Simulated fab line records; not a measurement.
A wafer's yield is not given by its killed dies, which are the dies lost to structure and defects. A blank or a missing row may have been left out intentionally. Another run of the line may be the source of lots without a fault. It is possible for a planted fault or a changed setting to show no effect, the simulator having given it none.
A lot that was struck, set against a sound lot / flow sky130 / 21 steps out of a route of 708
Sound: these wafers, L962.1, L962.3, L962.6. Wafers struck: L967.1, L967.2, L967.5. The cause comes at the end.
At each step with rows: each side's tool, then ch and its chambers, then its first start. Under that, the readings that differ: sound wafers / struck wafers / difference of the means / sigmas: that difference in standard deviations of wafers without a fault.
alike: a reading whose means differ by less than 2 such deviations, as well as words and numbers matching on both sides. not compared: withheld readings; readings where some wafer has no value; bounds like >300 that might hide an equal value; numbers whose values overlap and for which the record gives no deviation.
Wherever a step has rows on one side only, a row that says differs or no value, or a row with sigmas, the two part there. Numbers that don't overlap but have no deviation are shown without sigmas and don't part them. Lack of a reading on every wafer of one side parts them only where that side has two or more wafers.

first, 1 step without rows for these wafers: SKY_RES_XHIGH_IMPLANT_07.
SKY_RES_XHIGH_STRIP_08: strips in O2/N2.
  sound on plasmaAsher-04 ch 0,1, day 29 22:20; struck on plasmaAsher-04 ch 0,1, day 31 11:58
  alike: drypumpMotorCurrentA, oesProductAu, stripTimeToEndpointS
  not compared: rfHoursCounterH
SKY_RES_XHIGH_TW_MEAS_09:
  sound on filmMetro-04 at day 29 22:26; struck on filmMetro-02 at day 31 12:04
reading=RES_XHIGH_TW; sound=1636 1649 1643; struck=1668 1662 1671; difference=+24; sigmas=+2
then, 7 steps without rows for these wafers: SKY_SD_N_DEHYDRATE_00 (time 60 s); SKY_SD_N_HMDS_01 (prime time 60 s); SKY_SD_N_COAT_02 (resist thk 1140 nm); SKY_SD_N_SOFTBAKE_03 (time 60 s); SKY_SD_N_EXPOSE_04 (exposes mask NSDM, target cd 380 nm); SKY_SD_N_PEB_05; SKY_SD_N_DEVELOP_06 (develop time 60 s).
SKY_SD_N_CD_MEAS_07: the cd target is 380 nm.
  sound on cdSem-02 at day 31 02:17; struck on cdSem-02 at day 32 15:08
  alike: cdNm
SKY_SD_N_OVL_MEAS_08:
  sound on overlay-01 at day 31 02:25; struck on overlay-01 at day 32 15:15
  alike: SD_N_OVL
SKY_SD_N_IMPLANT_09:
  sound on implanter-04 ch 0, day 31 02:27; struck on implanter-04 ch 0, day 32 15:17
reading=endStationPressureTorr (Torr); sound=1.3e-05 1.35e-05 1.16e-05; struck=4.43e-05 4.51e-05 4.44e-05; difference=+3.19e-05; sigmas=+36
then, 1 step without rows for these wafers: SKY_SD_N_IMPLANT_10.
SKY_SD_N_STRIP_11: strips in O2/N2.
  sound on plasmaAsher-04 ch 0,1, day 31 02:45; struck on plasmaAsher-03 ch 0,1, day 32 15:35
reading=drypumpMotorCurrentA (A); sound=6.11 6.08 6.24; struck=5.59 5.56 5.58; difference=-0.57; sigmas=-2
reading=stripTimeToEndpointS (s); sound=22.57 22.60 22.55; struck=22.92 22.93 22.87; difference=+0.33; sigmas=+8
  alike: oesProductAu
  not compared: rfHoursCounterH
SKY_SD_N_TW_MEAS_12:
  sound on filmMetro-04 at day 31 02:51; struck on filmMetro-03 at day 32 15:41
  alike: SD_N_TW
then, 1 step without rows for these wafers: SKY_SD_N_CLEAN_13 (cleans in SC1/SC2, time 150 s).
SKY_SD_N_RTA_14: time 2 s.
  sound on rtpAnneal-02 ch 0, day 31 02:58; struck on rtpAnneal-01 ch 0, day 32 15:48
  alike: lampPowerPct, wafer_temp_C_max
SKY_SD_N_RS_MEAS_16: measures by four-point-probe.
  sound on filmMetro-03 at day 31 03:08; struck on filmMetro-02 at day 32 15:58
reading=SD_N_RS (ohm/sq); sound=68.82 68.82 68.64; struck=67.89 67.92 67.87; difference=-0.87; sigmas=-7
SKY_SD_N_RS_MEAS_17: measures by four-point-probe.
  sound on filmMetro-03 at day 31 03:15; struck on filmMetro-02 at day 32 16:05
  alike: SD_P_RS
-- a jump in the record: the struck wafers' starts before and after are 17 days apart (it breaks off in module SD_N and resumes in module PAD_OPEN, where the first step shown is number 708 of the route) --
SKY_PAD_OPEN_PROBE_99:
  sound on prober-01 at day 48 03:22; struck on prober-01 at day 49 05:32
reading=model.etest.resNdiffHv.rsOhmSq; sound=115.4 115.2 115.9; struck=111.3 110.8 111.5; difference=-4.3; sigmas=
reading=model.etest.resNdiff.rsOhmSq; sound=122.1 122.4 120.9; struck=117.2 117.8 117.5; difference=-4.3; sigmas=
  alike: killed_at_M0_to_M3, killed_at_M4_up, killedAtContacts, killedAtFrontEnd, killedAtOther, killedDies, killedOnRim, killedOpen, killedShort

## WHERE THEY PART
Earliest at SKY_RES_XHIGH_TW_MEAS_09; latest, in this record, at SKY_SD_N_RS_MEAS_16. Later steps at which nothing parts them and some readings are alike: SKY_SD_N_RS_MEAS_17, SKY_PAD_OPEN_PROBE_99.

WHY: what had been put in by the simulator
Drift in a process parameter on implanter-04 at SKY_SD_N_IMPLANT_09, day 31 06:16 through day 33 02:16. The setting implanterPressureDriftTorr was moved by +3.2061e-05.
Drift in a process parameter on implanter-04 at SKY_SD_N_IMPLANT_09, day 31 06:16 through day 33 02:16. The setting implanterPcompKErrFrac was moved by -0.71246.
